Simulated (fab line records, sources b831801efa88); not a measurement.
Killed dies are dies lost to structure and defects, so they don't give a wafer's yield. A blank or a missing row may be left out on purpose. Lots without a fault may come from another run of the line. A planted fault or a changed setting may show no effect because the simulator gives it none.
One fault seen from 2 desks | flow gf180mcu | each desk has only its own numbers; what lay behind them comes last

THE METROLOGY DESK
What the gauges read, lot by lot, whatever tool the lot ran on: means of the sampled wafers that have a number. A lot is out of limits, marked OUT, if its mean lies more than 4 standard deviations from the usual mean; the brackets give that distance.
Columns: A = NSD_RS at GF_PSD_RS_MEAS_14, usual 46.15 ohm/sq; B = M1_OVL at GF_M1_OVL_MEAS_15, usual 0 nm; C = V1_BOW at GF_V1_BOW_MEAS_05, usual 83 um
lot  | first seen here | A                | B   | C
L584 | day 14 06:47    | 46.13            | 1   | 83
L585 | day 14 16:52    | 46.13            | -9  | 71
L586 | day 14 21:49    | 46.12            | -5  | 82
L587 | day 15 07:37    | 46.19            | 0   | 79
L588 | day 15 17:54    | 46.26            | 2   | 89
L589 | day 15 21:22    | 46.07            | -11 | 80
L591 | day 16 21:58    | 46.27            | 2   | 92
L592 | day 17 04:31    | 46.24            | 3   | 85
L593 | day 17 08:14    | 46.07            | -2  | 82
L594 | day 17 23:26    | 45.95            | -2  | 78
L595 | day 18 05:10    | 46.17            | -1  | 82
L605 | day 21 16:52    | 46.67 (+5.4) OUT | 0   | 83
L606 | day 21 21:01    | 46.94 (+8.2) OUT | 6   | 75
L607 | day 22 07:40    | 46.22            | 1   | 80
This desk's finding: out of limits on L605, L606; first on L605, day 21 16:52 (NSD_RS at GF_PSD_RS_MEAS_14). In limits: L584, L585, L586, L587, L588, L589, L591, L592, L593, L594, L595, L607.

THE TOOL OWNER'S DESK: implanter-02
The tool's own readings at GF_NSD_IMPLANT_10: means of the sampled wafers that have a number, for each lot that ran on this tool. A lot is out of limits, marked OUT, if its mean lies more than 4 standard deviations from the usual mean; the brackets give that distance.
Columns: A = end_station_pressure_torr at GF_NSD_IMPLANT_10, usual 7.2e-06 Torr
lot  | first seen here | A
L588 | day 14 18:44    | 7.5e-06
L591 | day 15 22:19    | 7.4e-06
L594 | day 16 23:28    | 7.4e-06
L605 | day 20 16:32    | 6.9e-06
L606 | day 20 21:04    | 6.8e-06
This desk's finding: nothing out of limits on any of the 5 lots.

PUT TOGETHER
The metrology desk could have raised an alarm at day 21 16:52, on L605, L606.
The tool owner's desk saw nothing out of limits.
The tool owner's desk has L605, L606 on record, within its limits.
Of the lots named, all ran GF_NSD_IMPLANT_10 on implanter-02.

WHAT THE SIMULATOR HAD PUT IN
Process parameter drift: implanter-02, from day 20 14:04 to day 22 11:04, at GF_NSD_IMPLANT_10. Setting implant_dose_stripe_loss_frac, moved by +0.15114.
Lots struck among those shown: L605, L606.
Hours from the fault's start to each desk's first reading out of limits: the metrology desk, 27.
